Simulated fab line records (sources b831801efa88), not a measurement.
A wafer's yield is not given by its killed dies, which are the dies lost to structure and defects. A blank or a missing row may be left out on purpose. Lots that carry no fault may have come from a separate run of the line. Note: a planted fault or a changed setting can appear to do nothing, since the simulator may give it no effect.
Which tool did it? ; flow sky130 ; 14 lots, 42 wafers sampled, at 2 steps of a route of 708

WHAT THE GAUGES READ, wafer by wafer
SKY_VIA3_THK_MEAS_23: measures by xrf. Usual: for VIA3_W_THK the level is 406 nm and the standard deviation is 5.2.
lot;measured;on;VIA3_W_THK (nm);flag
L654;day 40 02:50;filmMetro-04;406 403 411;
L657;day 40 17:55;filmMetro-02;413 410 400;
L659;day 41 01:43;filmMetro-02;408 407 407;
L660;day 41 23:46;filmMetro-04;409 414 405;
L662;day 42 01:18;filmMetro-03;399 406 407;
L661;day 42 01:35;filmMetro-04;400 400 405;
L663;day 42 14:21;filmMetro-02;408 408 411;
L665;day 42 21:57;filmMetro-02;413 408 404;
L664;day 42 23:41;filmMetro-04;411 408 407;
L666;day 43 02:10;filmMetro-04;402 408 401;
L667;day 43 18:08;filmMetro-03;404 407 402;
L668;day 43 19:08;filmMetro-02;408 414 411;
L675;day 45 14:24;filmMetro-03;393 393 402;
L676;day 45 19:52;filmMetro-02;412 405 395;

EACH LOT AND THE TOOL THAT RAN IT (in order: tool; ch and the chambers of the sampled wafers; start)
lot;SKY_VIA3_CVD_21
L654;cvdW-02 ch 0,1, day 40 02:35
L657;cvdW-02 ch 0,1, day 40 17:40
L659;cvdW-02 ch 0,1, day 41 01:29
L660;cvdW-01 ch 0,1, day 41 23:32
L662;cvdW-01 ch 0,1, day 42 01:05
L661;cvdW-02 ch 0, day 42 01:21
L663;cvdW-01 ch 0,1, day 42 14:08
L665;cvdW-02 ch 0,1, day 42 21:42
L664;cvdW-01 ch 0,1, day 42 23:27
L666;cvdW-02 ch 0,1, day 43 01:56
L667;cvdW-02 ch 0,1, day 43 17:54
L668;cvdW-01 ch 0,1, day 43 18:55
L675;cvdW-02 ch 0,1, day 45 14:08
L676;cvdW-02 ch 0,1, day 45 19:39
- SKY_VIA3_CVD_21: deposits W, target thk 390 nm, time 117.31 s.

WHAT THE TOOLS THEMSELVES READ (means of the sampled wafers that have a number; where no wafer has one, the mark that the record gives instead)
SKY_VIA3_CVD_21. Usual: 846 W for heaterPowerW, sd 110.
lot;tool;heaterPowerW (W);flag
L654;cvdW-02;777;
L657;cvdW-02;848;
L659;cvdW-02;776;
L660;cvdW-01;915;
L662;cvdW-01;849;
L661;cvdW-02;697;
L663;cvdW-01;849;
L665;cvdW-02;848;
L664;cvdW-01;844;
L666;cvdW-02;780;
L667;cvdW-02;870;
L668;cvdW-01;910;
L675;cvdW-02;790;
L676;cvdW-02;790;

THE ANSWER, worked out from the rows above alone
Rule: a lot is off if the mean of its wafers that have a number lies more than 3 standard deviations from the usual mean. A lot without any number at a reading at which 4 lots or more have one is off too. The other lots that the step has rows for count as sound. The gauges are gone through in route order, then the tools' own readings, and for those a lot's mean is taken as printed above. At the first step where some lot is off, the reading lying furthest off is the one used; lots without a number count as furthest.
No lot is off at any reading shown: from this, nothing can be told.

WHAT WAS PUT IN BY THE SIMULATOR
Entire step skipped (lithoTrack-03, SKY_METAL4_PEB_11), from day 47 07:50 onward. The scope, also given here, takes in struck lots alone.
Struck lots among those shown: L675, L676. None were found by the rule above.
